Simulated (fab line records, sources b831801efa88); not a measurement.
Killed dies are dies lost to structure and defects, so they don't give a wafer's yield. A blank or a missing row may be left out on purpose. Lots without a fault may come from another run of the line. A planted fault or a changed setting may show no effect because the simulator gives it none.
Which tool did it? | flow sky130 | 13 lots, 39 wafers sampled, at 4 steps of a route of 708

WHAT THE GAUGES READ, wafer by wafer
SKY_VIA4_BOW_MEAS_03.
lot  | measured     | on            | VIA4_BOW (um)
L880 | day 42 01:26 | film_metro-02 | 91 92 77
L881 | day 42 03:19 | film_metro-02 | 79 79 93
L882 | day 42 08:14 | film_metro-01 | 84 85 82
L883 | day 42 14:44 | film_metro-03 | 85 85 91
L884 | day 42 20:58 | film_metro-02 | 85 86 75
L885 | day 43 02:04 | film_metro-01 | 91 83 89
L886 | day 43 07:08 | film_metro-03 | 78 82 75
L888 | day 44 00:12 | film_metro-03 | 77 60 70
L889 | day 44 03:21 | film_metro-03 | 82 82 81
L890 | day 44 05:43 | film_metro-02 | 81 72 81
L894 | day 45 21:08 | film_metro-03 | 81 73 91
L896 | day 46 08:54 | film_metro-03 | 82 84 83
L903 | day 47 22:02 | film_metro-01 | 79 76 81

SKY_VIA4_OVL_MEAS_11.
lot  | measured     | on         | VIA4_OVL (nm)
L880 | day 43 01:01 | overlay-02 | 0.3 -0.6 -0.3
L881 | day 43 02:00 | overlay-01 | 1.4 0.5 1.0
L882 | day 43 07:38 | overlay-02 | 1.5 1.7 1.0
L883 | day 43 13:02 | overlay-02 | 1.5 0.4 -0.3
L884 | day 43 19:50 | overlay-02 | -0.6 1.3 1.5
L885 | day 44 00:23 | overlay-01 | 1.0 -1.2 -1.2
L886 | day 44 05:24 | overlay-02 | -1.2 0.6 -0.3
L888 | day 44 22:12 | overlay-01 | -0.3 -1.4 -2.6
L889 | day 45 01:19 | overlay-01 | -2.4 -1.8 -0.3
L890 | day 45 03:47 | overlay-01 | 2.9 1.1 -0.3
L894 | day 46 17:03 | overlay-01 | 0.4 0.6 0.1
L896 | day 47 04:53 | overlay-02 | 0.3 0.3 -0.6
L903 | day 48 16:18 | overlay-02 | 1.1 -0.2 -0.1

SKY_PAD_OPEN_BOW_MEAS_13.
lot  | measured     | on            | PAD_OPEN_BOW (um)
L880 | day 45 23:17 | film_metro-03 | 58 62 47
L881 | day 46 01:38 | film_metro-02 | 45 45 58
L882 | day 46 06:55 | film_metro-03 | 48 49 45
L883 | day 46 08:31 | film_metro-03 | 51 50 58
L884 | day 46 16:25 | film_metro-04 | 52 53 44
L885 | day 46 21:40 | film_metro-02 | 64 56 62
L886 | day 47 01:43 | film_metro-03 | 50 54 45
L888 | day 47 16:10 | film_metro-04 | 46 29 38
L889 | day 47 19:13 | film_metro-03 | 48 49 47
L890 | day 47 21:55 | film_metro-02 | 50 42 52
L894 | day 49 05:35 | film_metro-02 | 48 39 56
L896 | day 49 15:45 | film_metro-03 | 54 57 55
L903 | day 51 00:14 | film_metro-03 | 50 47 53

WHICH TOOL RAN EACH LOT (tool, then ch and the chambers of the sampled wafers, then the start)
lot  | SKY_METAL1_STRIP_20
L880 | plasma_asher-03 ch 0,1, day 33 02:27
L881 | plasma_asher-04 ch 0,1, day 33 06:09
L882 | plasma_asher-03 ch 0,1, day 33 08:46
L883 | plasma_asher-01 ch 0,1, day 33 22:40
L884 | plasma_asher-04 ch 0,1, day 33 23:41
L885 | plasma_asher-01 ch 0,1, day 34 06:01
L886 | plasma_asher-03 ch 0,1, day 34 10:49
L888 | plasma_asher-01 ch 1, day 35 07:22
L889 | plasma_asher-03 ch 0, day 35 11:38
L890 | plasma_asher-01 ch 1, day 35 13:58
L894 | plasma_asher-01 ch 0,1, day 37 11:28
L896 | plasma_asher-01 ch 0,1, day 38 05:53
L903 | plasma_asher-04 ch 0,1, day 39 23:50
- SKY_METAL1_STRIP_20: strips in O2/N2.

WHAT THE TOOLS THEMSELVES READ (means of the sampled wafers that have a number; where no wafer has one, the mark that the record gives instead)
SKY_METAL1_STRIP_20.
lot  | tool            | drypump_motor_current_A (A) | oes_product_au (a.u.) | strip_time_to_endpoint_s (s)
L880 | plasma_asher-03 | 6.1                         | 0.346                 | 2.671
L881 | plasma_asher-04 | 5.5                         | 0.348                 | 2.723
L882 | plasma_asher-03 | 6.2                         | 0.340                 | 2.689
L883 | plasma_asher-01 | 5.8                         | 0.339                 | 2.724
L884 | plasma_asher-04 | 5.8                         | 0.346                 | 2.699
L885 | plasma_asher-01 | 5.8                         | 0.346                 | 2.668
L886 | plasma_asher-03 | 5.8                         | 0.351                 | 2.709
L888 | plasma_asher-01 | 6.4                         | 0.345                 | 2.659
L889 | plasma_asher-03 | 5.5                         | 0.341                 | 2.735
L890 | plasma_asher-01 | 6.4                         | 0.343                 | 2.742
L894 | plasma_asher-01 | 6.1                         | 0.344                 | 2.669
L896 | plasma_asher-01 | 5.8                         | 0.339                 | 2.700
L903 | plasma_asher-04 | 5.5                         | 0.344                 | 2.677

THE ANSWER, worked out from the rows above alone
Rule: what is usual is taken from the lots themselves. Put in order of their means at a reading, lots are off if they are a third of the lots or fewer, leave a main group of 4 or more, and stand apart from it by a gap of 3 or more times the standard deviation of the main group's means; of several such gaps the widest counts. A main group whose means are all the same, to the digits that the tables above print for the reading, isn't used. A lot without any number at a reading at which 4 lots or more have one is off too. The other lots that the step has rows for count as sound. The gauges are gone through in route order, then the tools' own readings, and for those a lot's mean is taken as printed above. The first step at which some lot is off is used, and at that step the reading that is off furthest; a lot without a number counts as furthest.
No lot is off at any reading shown: from this, nothing can be told.

WHAT THE SIMULATOR HAD PUT IN
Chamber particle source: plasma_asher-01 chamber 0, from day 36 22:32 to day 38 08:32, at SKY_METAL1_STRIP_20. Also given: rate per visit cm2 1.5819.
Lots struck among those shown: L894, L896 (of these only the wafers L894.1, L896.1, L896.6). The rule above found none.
